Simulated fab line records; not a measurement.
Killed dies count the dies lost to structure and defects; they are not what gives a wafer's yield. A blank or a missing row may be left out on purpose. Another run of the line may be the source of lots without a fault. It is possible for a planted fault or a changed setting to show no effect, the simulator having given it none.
Chamber matching || flow sky130 || SKY_VIA1_ETCH_15 on rie_diel-04: 4 sister chambers
The step etches SiO2 in C4F8/O2/Ar, stops on TiN, target depth 351 nm, time 54 s. 22 wafers are shown with their chamber, then 11 later ones without.

WAFERS WITH THEIR CHAMBER
{"wafer": "L075.2", "chamber": 3, "oes_product_au (a.u.)": 0.977}
{"wafer": "L075.4", "chamber": 0, "oes_product_au (a.u.)": 0.980}
{"wafer": "L075.5", "chamber": 3, "oes_product_au (a.u.)": 0.980}
{"wafer": "L081.2", "chamber": 3, "oes_product_au (a.u.)": 0.981}
{"wafer": "L081.3", "chamber": 1, "oes_product_au (a.u.)": 0.992}
{"wafer": "L081.5", "chamber": 3, "oes_product_au (a.u.)": 0.982}
{"wafer": "L080.1", "chamber": 1, "oes_product_au (a.u.)": 0.988}
{"wafer": "L080.2", "chamber": 0, "oes_product_au (a.u.)": 0.988}
{"wafer": "L080.4", "chamber": 3, "oes_product_au (a.u.)": 0.994}
{"wafer": "L084.1", "chamber": 0, "oes_product_au (a.u.)": 0.989}
{"wafer": "L084.2", "chamber": 1, "oes_product_au (a.u.)": 0.994}
{"wafer": "L084.6", "chamber": 1, "oes_product_au (a.u.)": 0.991}
{"wafer": "L085.1", "chamber": 2, "oes_product_au (a.u.)": 0.988}
{"wafer": "L085.3", "chamber": 0, "oes_product_au (a.u.)": 0.987}
{"wafer": "L085.4", "chamber": 2, "oes_product_au (a.u.)": 0.989}
{"wafer": "L087.1", "chamber": 2, "oes_product_au (a.u.)": 0.977}
{"wafer": "L087.5", "chamber": 1, "oes_product_au (a.u.)": 0.982}
{"wafer": "L087.6", "chamber": 2, "oes_product_au (a.u.)": 0.989}
{"wafer": "L088.1", "chamber": 0, "oes_product_au (a.u.)": 0.982}
{"wafer": "L088.2", "chamber": 1, "oes_product_au (a.u.)": 0.993}
{"wafer": "L088.4", "chamber": 2, "oes_product_au (a.u.)": 0.980}
{"wafer": "L089.1", "chamber": 1, "oes_product_au (a.u.)": 0.987}

SIGNATURES (means of the wafers above)
{"reading": "oes_product_au", "chamber 0": 0.98520, "chamber 1": 0.98957, "chamber 2": 0.98460, "chamber 3": 0.98280, "scatter within a chamber": 0.0051}
Rule: a wafer lies at a distance from a chamber equal to the root of the sum of squares, over the readings, of (its reading less the chamber's mean, divided by the reading's scatter). If the next closest chamber is less than 2 further off than the closest, the wafer can't be placed; otherwise it belongs to the closest. The scatter is the square root of a quotient: the sum, over the shown wafers, of each reading's squared deviation from its chamber's mean, divided by wafers minus chambers.

WAFERS WITH NO CHAMBER GIVEN
{"wafer": "L089.2", "oes_product_au (a.u.)": 0.987}
{"wafer": "L089.6", "oes_product_au (a.u.)": 0.987}
{"wafer": "L092.1", "oes_product_au (a.u.)": 0.982}
{"wafer": "L092.4", "oes_product_au (a.u.)": 0.998}
{"wafer": "L092.5", "oes_product_au (a.u.)": 0.984}
{"wafer": "L091.2", "oes_product_au (a.u.)": 0.987}
{"wafer": "L091.3", "oes_product_au (a.u.)": 0.997}
{"wafer": "L091.5", "oes_product_au (a.u.)": 0.983}
{"wafer": "L093.4", "oes_product_au (a.u.)": 0.980}
{"wafer": "L093.5", "oes_product_au (a.u.)": 0.974}
{"wafer": "L093.6", "oes_product_au (a.u.)": 0.985}

CHAMBER TAKEN BY EACH
{"wafer": "L089.2", "from the rows above": "can't be placed: 0 or 2 or 1 or 3", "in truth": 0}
{"wafer": "L089.6", "from the rows above": "can't be placed: 0 or 2 or 1 or 3", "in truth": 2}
{"wafer": "L092.1", "from the rows above": "can't be placed: 3 or 2 or 0 or 1", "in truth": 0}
{"wafer": "L092.4", "from the rows above": "can't be placed: 1 or 0 or 2 or 3", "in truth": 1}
{"wafer": "L092.5", "from the rows above": "can't be placed: 2 or 0 or 3 or 1", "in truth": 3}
{"wafer": "L091.2", "from the rows above": "can't be placed: 0 or 2 or 1 or 3", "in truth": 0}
{"wafer": "L091.3", "from the rows above": "can't be placed: 1 or 0 or 2 or 3", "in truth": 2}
{"wafer": "L091.5", "from the rows above": "can't be placed: 3 or 2 or 0 or 1", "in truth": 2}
{"wafer": "L093.4", "from the rows above": "can't be placed: 3 or 2 or 0 or 1", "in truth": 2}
{"wafer": "L093.5", "from the rows above": "can't be placed: 3 or 2 or 0 or 1", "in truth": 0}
{"wafer": "L093.6", "from the rows above": "can't be placed: 0 or 2 or 3 or 1", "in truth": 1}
Placed correctly: 0 of 11. From these rows, 11 cannot be placed; in 11 the true chamber is one of the candidates. 0 placed wrongly.
